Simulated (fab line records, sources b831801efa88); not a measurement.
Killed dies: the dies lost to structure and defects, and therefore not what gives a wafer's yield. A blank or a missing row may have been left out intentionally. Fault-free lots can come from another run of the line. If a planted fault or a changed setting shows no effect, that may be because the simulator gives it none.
Which tool did it? :: flow sky130 :: Sampling: 6 lots, 18 wafers, 3 of 708 route steps

== WHAT THE GAUGES READ, wafer by wafer ==
SKY_LDD_HVN_TW_MEAS_10.
lot: L389
measured: day 20 18:56
on: film metro-01
LDD_HVN_TW: 1440 1446 1445

lot: L392
measured: day 21 16:31
on: film metro-02
LDD_HVN_TW: 1435 1445 1439

lot: L395
measured: day 23 10:52
on: film metro-02
LDD_HVN_TW: 1446 1446 1447

lot: L400
measured: day 24 19:07
on: film metro-01
LDD_HVN_TW: 1284 1285 1284

lot: L408
measured: day 27 08:59
on: film metro-02
LDD_HVN_TW: 1436 1448 1446

lot: L411
measured: day 28 09:11
on: film metro-04
LDD_HVN_TW: 1454 1444 1451

== WHICH TOOL RAN EACH LOT (tool, then ch and the chambers of the sampled wafers, then the start) ==
lot: L389
SKY_GATE_OXIDE_STRIP_13: plasma asher-01 ch 0,1, day 14 07:37
SKY_LDD_HVN_IMPLANT_08: implanter-01 ch 0, day 20 18:43

lot: L392
SKY_GATE_OXIDE_STRIP_13: plasma asher-01 ch 0,1, day 15 00:56
SKY_LDD_HVN_IMPLANT_08: implanter-04 ch 0, day 21 16:16

lot: L395
SKY_GATE_OXIDE_STRIP_13: plasma asher-02 ch 0,1, day 16 04:20
SKY_LDD_HVN_IMPLANT_08: implanter-04 ch 0, day 23 10:37

lot: L400
SKY_GATE_OXIDE_STRIP_13: plasma asher-04 ch 0,1, day 17 22:29
SKY_LDD_HVN_IMPLANT_08: implanter-04 ch 0, day 24 18:52

lot: L408
SKY_GATE_OXIDE_STRIP_13: plasma asher-01 ch 0,1, day 20 15:26
SKY_LDD_HVN_IMPLANT_08: implanter-01 ch 0, day 27 08:45

lot: L411
SKY_GATE_OXIDE_STRIP_13: plasma asher-04 ch 0,1, day 21 17:05
SKY_LDD_HVN_IMPLANT_08: implanter-02 ch 0, day 28 08:56
- SKY_GATE_OXIDE_STRIP_13: strips in O2/N2.
- SKY_LDD_HVN_IMPLANT_08

== THE ANSWER, worked out from the rows above alone ==
Rule: the lots themselves supply what counts as usual. Put in order of their means at a reading, lots are off if they are a third of the lots or fewer, leave a main group of 4 or more, and stand apart from it by a gap of 3 or more times the standard deviation of the main group's means; of several such gaps the widest counts. If all means in a main group match to the digits the tables above print for the reading, that group is not used. Also off: a lot with no number at a reading for which 4 or more lots have one. All remaining lots with rows at the step are treated as sound.
Off: L400, at SKY_LDD_HVN_TW_MEAS_10 (LDD_HVN_TW). The main group has a mean of 1445 with a standard deviation of 3.3.
A tool fits if, at a process step before that reading, it ran every lot that is off, and no sound lot after the first of them. The gauges at SKY_LDD_HVN_TW_MEAS_10 are tried like those tools. 2 tools fit, implanter-04 at SKY_LDD_HVN_IMPLANT_08 and film metro-01 at SKY_LDD_HVN_TW_MEAS_10, so this cannot tell which one it is.

== WHAT HAD BEEN PUT IN BY THE SIMULATOR ==
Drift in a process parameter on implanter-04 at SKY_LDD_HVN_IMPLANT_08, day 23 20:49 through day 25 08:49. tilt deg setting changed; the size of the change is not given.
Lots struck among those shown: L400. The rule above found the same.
